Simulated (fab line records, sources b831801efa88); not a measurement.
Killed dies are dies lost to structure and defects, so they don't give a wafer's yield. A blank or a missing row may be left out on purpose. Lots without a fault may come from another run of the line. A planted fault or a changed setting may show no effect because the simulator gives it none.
Which tool did it? | flow gf180mcu | 14 lots, 42 wafers sampled, at 4 steps of a route of 602

WHAT THE GAUGES READ, wafer by wafer
The record holds no reading of a measuring or inspecting step that can be judged against a usual standard deviation.

WHICH TOOL RAN EACH LOT (tool, then ch and the chambers of the sampled wafers, then the start)
lot  | GF_SALICIDE_RTA_08               | GF_M2_SPUTTER_00             | GF_M2_SPUTTER_03             | GF_M2_EXPOSE_11
L225 | rtp_anneal-01 ch 0, day 15 13:07 | pvd_sputter-04, day 18 14:53 | pvd_sputter-04, day 18 15:03 | krf_scanner-02 ch 0, day 19 04:39
L227 | rtp_anneal-01 ch 0, day 16 02:13 | pvd_sputter-02, day 19 05:11 | pvd_sputter-02, day 19 05:20 | krf_scanner-01, day 19 18:28
L228 | rtp_anneal-02 ch 0, day 16 15:51 | pvd_sputter-04, day 19 19:53 | pvd_sputter-04, day 19 20:02 | krf_scanner-02, day 20 08:27
L230 | rtp_anneal-02 ch 0, day 17 01:13 | pvd_sputter-02, day 20 05:46 | pvd_sputter-02, day 20 05:55 | krf_scanner-02 ch 0, day 20 17:54
L236 | rtp_anneal-02 ch 0, day 19 05:28 | pvd_sputter-04, day 22 11:39 | pvd_sputter-04, day 22 11:49 | krf_scanner-02 ch 0, day 22 23:53
L237 | rtp_anneal-02 ch 0, day 19 12:23 | pvd_sputter-01, day 22 17:42 | pvd_sputter-01, day 22 17:52 | krf_scanner-01 ch 0, day 23 05:19
L239 | rtp_anneal-01 ch 0, day 20 06:07 | pvd_sputter-01, day 23 10:01 | pvd_sputter-01, day 23 10:10 | krf_scanner-02 ch 0, day 23 21:25
L241 | rtp_anneal-01 ch 0, day 20 23:35 | pvd_sputter-01, day 24 01:51 | pvd_sputter-01, day 24 02:01 | krf_scanner-01 ch 0, day 24 13:21
L242 | rtp_anneal-02 ch 0, day 21 13:19 | pvd_sputter-04, day 24 14:36 | pvd_sputter-04, day 24 14:46 | krf_scanner-02 ch 0, day 25 01:55
L244 | rtp_anneal-01 ch 0, day 22 00:08 | pvd_sputter-04, day 25 01:48 | pvd_sputter-04, day 25 01:58 | krf_scanner-01 ch 0, day 25 12:22
L245 | rtp_anneal-02 ch 0, day 22 05:56 | pvd_sputter-04, day 25 06:03 | pvd_sputter-04, day 25 06:13 | krf_scanner-01 ch 0, day 25 16:59
L246 | rtp_anneal-02 ch 0, day 22 23:19 | pvd_sputter-01, day 25 21:18 | pvd_sputter-01, day 25 21:28 | krf_scanner-02 ch 0, day 26 07:40
L247 | rtp_anneal-02 ch 0, day 23 00:42 | pvd_sputter-04, day 25 22:54 | pvd_sputter-04, day 25 23:04 | krf_scanner-02 ch 0, day 26 09:36
L248 | rtp_anneal-01 ch 0, day 23 06:29 | pvd_sputter-04, day 26 05:10 | pvd_sputter-04, day 26 05:19 | krf_scanner-01 ch 0, day 26 16:02
- GF_SALICIDE_RTA_08: time 30 s.
- GF_M2_SPUTTER_00: material Ti, target thk 37.5 nm, time 150 s.
- GF_M2_SPUTTER_03: material Ti, target thk 10 nm, time 6.7 s.
- GF_M2_EXPOSE_11: exposes mask Metal2, target cd 280 nm.

WHAT THE TOOLS THEMSELVES READ (means of the sampled wafers that have a number; where no wafer has one, the mark that the record gives instead)
GF_SALICIDE_RTA_08.
lot  | tool          | lamp_power_pct (%) | wafer_temp_C_max
L225 | rtp_anneal-01 | 22.4               | 802.4
L227 | rtp_anneal-01 | 22.4               | 803.3
L228 | rtp_anneal-02 | 17.5               | 803.8
L230 | rtp_anneal-02 | 17.5               | 804.2
L236 | rtp_anneal-02 | 17.5               | 803.0
L237 | rtp_anneal-02 | 17.5               | 804.3
L239 | rtp_anneal-01 | 22.4               | 802.8
L241 | rtp_anneal-01 | 22.4               | 802.7
L242 | rtp_anneal-02 | 17.5               | 803.8
L244 | rtp_anneal-01 | 22.4               | 803.1
L245 | rtp_anneal-02 | 17.6               | 804.1
L246 | rtp_anneal-02 | 17.5               | 803.5
L247 | rtp_anneal-02 | 17.5               | 803.2
L248 | rtp_anneal-01 | 22.4               | 803.0

GF_M2_SPUTTER_00.
lot  | tool           | throttle_valve_pct (%)
L225 | pvd_sputter-04 | 30.3
L227 | pvd_sputter-02 | 29.5
L228 | pvd_sputter-04 | 31.3
L230 | pvd_sputter-02 | 29.4
L236 | pvd_sputter-04 | 31.0
L237 | pvd_sputter-01 | 31.2
L239 | pvd_sputter-01 | 31.5
L241 | pvd_sputter-01 | 31.5
L242 | pvd_sputter-04 | 30.8
L244 | pvd_sputter-04 | 30.6
L245 | pvd_sputter-04 | 30.8
L246 | pvd_sputter-01 | 31.2
L247 | pvd_sputter-04 | 30.6
L248 | pvd_sputter-04 | 30.6

GF_M2_SPUTTER_03.
lot  | tool           | throttle_valve_pct (%)
L225 | pvd_sputter-04 | 30.2
L227 | pvd_sputter-02 | 29.5
L228 | pvd_sputter-04 | 31.1
L230 | pvd_sputter-02 | 29.4
L236 | pvd_sputter-04 | 30.7
L237 | pvd_sputter-01 | 31.1
L239 | pvd_sputter-01 | 31.7
L241 | pvd_sputter-01 | 31.7
L242 | pvd_sputter-04 | 30.8
L244 | pvd_sputter-04 | 30.8
L245 | pvd_sputter-04 | 30.8
L246 | pvd_sputter-01 | 31.3
L247 | pvd_sputter-04 | 30.6
L248 | pvd_sputter-04 | 30.4

GF_M2_EXPOSE_11.
lot  | tool           | exposure_dose_mJ_cm2 | focus_offset_nm (nm) | stage_vel_mm_s (mm/s)
L225 | krf_scanner-02 | 27.930               | -0.7                 | 499.78
L227 | krf_scanner-01 | -                    | -                    | -
L228 | krf_scanner-02 | -                    | -                    | -
L230 | krf_scanner-02 | 27.996               | 0.2                  | 500.02
L236 | krf_scanner-02 | 27.991               | -0.3                 | 499.92
L237 | krf_scanner-01 | 27.963               | 0.0                  | 500.10
L239 | krf_scanner-02 | 27.965               | 0.2                  | 500.04
L241 | krf_scanner-01 | 27.979               | 0.1                  | 500.03
L242 | krf_scanner-02 | 27.984               | -0.4                 | 500.08
L244 | krf_scanner-01 | 27.948               | -0.2                 | 500.16
L245 | krf_scanner-01 | 27.973               | 0.2                  | 499.88
L246 | krf_scanner-02 | 27.952               | 0.3                  | 499.59
L247 | krf_scanner-02 | 27.957               | -0.2                 | 499.96
L248 | krf_scanner-01 | 27.936               | -0.1                 | 499.72

THE ANSWER, worked out from the rows above alone
Rule: what is usual is taken from the lots themselves. Put in order of their means at a reading, lots are off if they are a third of the lots or fewer, leave a main group of 4 or more, and stand apart from it by a gap of 3 or more times the standard deviation of the main group's means; of several such gaps the widest counts. A main group whose means are all the same, to the digits that the tables above print for the reading, isn't used. A lot without any number at a reading at which 4 lots or more have one is off too. The other lots that the step has rows for count as sound. The gauges are gone through in route order, then the tools' own readings, and for those a lot's mean is taken as printed above. The first step at which some lot is off is used, and at that step the reading that is off furthest; a lot without a number counts as furthest.
Off: L227, L228, at GF_M2_EXPOSE_11 (exposure_dose_mJ_cm2). Without a number there: L227, L228. The main group: mean 27.965, standard deviation 0.02.
A tool fits if, at that step or a process step before it, it ran every lot that is off, and no sound lot after the first of them. None of those tried fits.

WHAT THE SIMULATOR HAD PUT IN
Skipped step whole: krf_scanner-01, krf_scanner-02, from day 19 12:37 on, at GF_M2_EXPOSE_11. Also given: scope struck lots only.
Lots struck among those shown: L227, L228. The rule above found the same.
